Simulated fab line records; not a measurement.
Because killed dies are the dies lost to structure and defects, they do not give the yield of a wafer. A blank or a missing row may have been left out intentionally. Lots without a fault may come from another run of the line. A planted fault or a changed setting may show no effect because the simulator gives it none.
2 desks looking at one fault || flow sky130 || each desk has only its own numbers; what lay behind them comes last

TOOL OWNER'S DESK, rie-diel-01
The tool's own readings at SKY_VIA2_ETCH_14 (etches BARC in N2/H2, stops on SiO2, time 45.9 s, target depth 60 nm): means of the sampled wafers that have a number, for each lot that ran on this tool. The brackets show how far a lot's mean lies from the usual mean; more than 4 standard deviations puts the lot out of limits, marked OUT.
Columns: A = bias-w at SKY_VIA2_ETCH_14, usual 99.95 W; B = drypump-motor-current-A at SKY_VIA2_ETCH_14, usual 5.6 A; C = oes-product-au at SKY_VIA2_ETCH_14, usual 0.850 a.u.; D = rf-fwd-power-W at SKY_VIA2_ETCH_14, usual 494.8 W; E = throttle-valve-pct at SKY_VIA2_ETCH_14, usual 13.226 %
{"lot": "L549", "first seen here": "day 39 15:43", "A": 99.63, "B": 5.6, "C": 0.849, "D": 493.7, "E": 13.230}
{"lot": "L560", "first seen here": "day 42 21:11", "A": 100.05, "B": 5.4, "C": 0.848, "D": "468.4 (-13) OUT", "E": 13.232}
Finding of this desk: L560 out of limits; the first was L560 at day 42 21:11, on rf-fwd-power-W at SKY_VIA2_ETCH_14. In limits: L549.

METROLOGY DESK
Means of the sampled wafers that have a number, per lot and without regard to the tool the lot ran on: this is what the gauges read. The brackets show how far a lot's mean lies from the usual mean; more than 4 standard deviations puts the lot out of limits, marked OUT.
Columns: A = VIA2_BOW at SKY_VIA2_BOW_MEAS_03, usual 83 um; B = cd-nm at SKY_VIA2_CD_MEAS_12, usual 199.7 nm; C = VIA2_OVL at SKY_VIA2_OVL_MEAS_13, usual 1 nm
{"lot": "L546", "first seen here": "day 37 16:31", "A": 86, "B": 197.2, "C": -5}
{"lot": "L549", "first seen here": "day 38 14:28", "A": 75, "B": 198.9, "C": 0}
{"lot": "L560", "first seen here": "day 41 21:15", "A": 84, "B": 200.7, "C": 3}
{"lot": "L561", "first seen here": "day 41 23:56", "A": 80, "B": 199.4, "C": -7}
{"lot": "L562", "first seen here": "day 42 05:43", "A": 85, "B": 199.3, "C": 0}
This desk found nothing out of limits on any of the 5 lots.

BROUGHT TOGETHER
At day 42 21:11, on L560, the tool owner's desk was in a position to raise an alarm.
Metrology desk: nothing out of limits seen.
The metrology desk holds a record of L560, inside its limits.
On rie-diel-01, each named lot ran SKY_VIA2_ETCH_14.

WHAT THE SIMULATOR PUT IN
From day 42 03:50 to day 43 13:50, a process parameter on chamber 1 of rie-diel-01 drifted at SKY_VIA2_ETCH_14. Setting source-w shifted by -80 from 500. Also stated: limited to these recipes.
Lots struck among those shown: L560.
Each desk's first reading out of limits, in hours after the fault started: the tool owner's desk, 17.
